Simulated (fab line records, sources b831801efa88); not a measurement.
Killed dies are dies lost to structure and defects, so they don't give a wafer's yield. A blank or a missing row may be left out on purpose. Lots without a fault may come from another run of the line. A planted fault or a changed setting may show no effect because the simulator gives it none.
Which tool did it? | flow gf180mcu | 6 lots, 18 wafers sampled, at 1 step of a route of 602

WHAT THE GAUGES READ, wafer by wafer
GF_V5_OVL_MEAS_15.
lot  | measured     | on         | V5_OVL (nm)
L172 | day 27 23:11 | overlay-02 | -10 -12 -15
L181 | day 30 14:44 | overlay-01 | 2 -1 8
L183 | day 31 03:22 | overlay-01 | -13 -11 -4
L187 | day 32 01:52 | overlay-02 | -5 -6 -13
L190 | day 32 19:55 | overlay-01 | -5 -5 -3
L193 | day 33 15:29 | overlay-01 | -1 -2 -5

WHICH TOOL RAN EACH LOT (tool, then ch and the chambers of the sampled wafers, then the start)
The record holds no process step before these readings.

THE ANSWER, worked out from the rows above alone
Rule: what is usual is taken from the lots themselves. Put in order of their means at a reading, lots are off if they are a third of the lots or fewer, leave a main group of 4 or more, and stand apart from it by a gap of 3 or more times the standard deviation of the main group's means; of several such gaps the widest counts. A main group whose means are all the same, to the digits that the tables above print for the reading, isn't used. A lot without any number at a reading at which 4 lots or more have one is off too. The other lots that the step has rows for count as sound.
No lot is off at any reading shown: from this, nothing can be told.

WHAT THE SIMULATOR HAD PUT IN
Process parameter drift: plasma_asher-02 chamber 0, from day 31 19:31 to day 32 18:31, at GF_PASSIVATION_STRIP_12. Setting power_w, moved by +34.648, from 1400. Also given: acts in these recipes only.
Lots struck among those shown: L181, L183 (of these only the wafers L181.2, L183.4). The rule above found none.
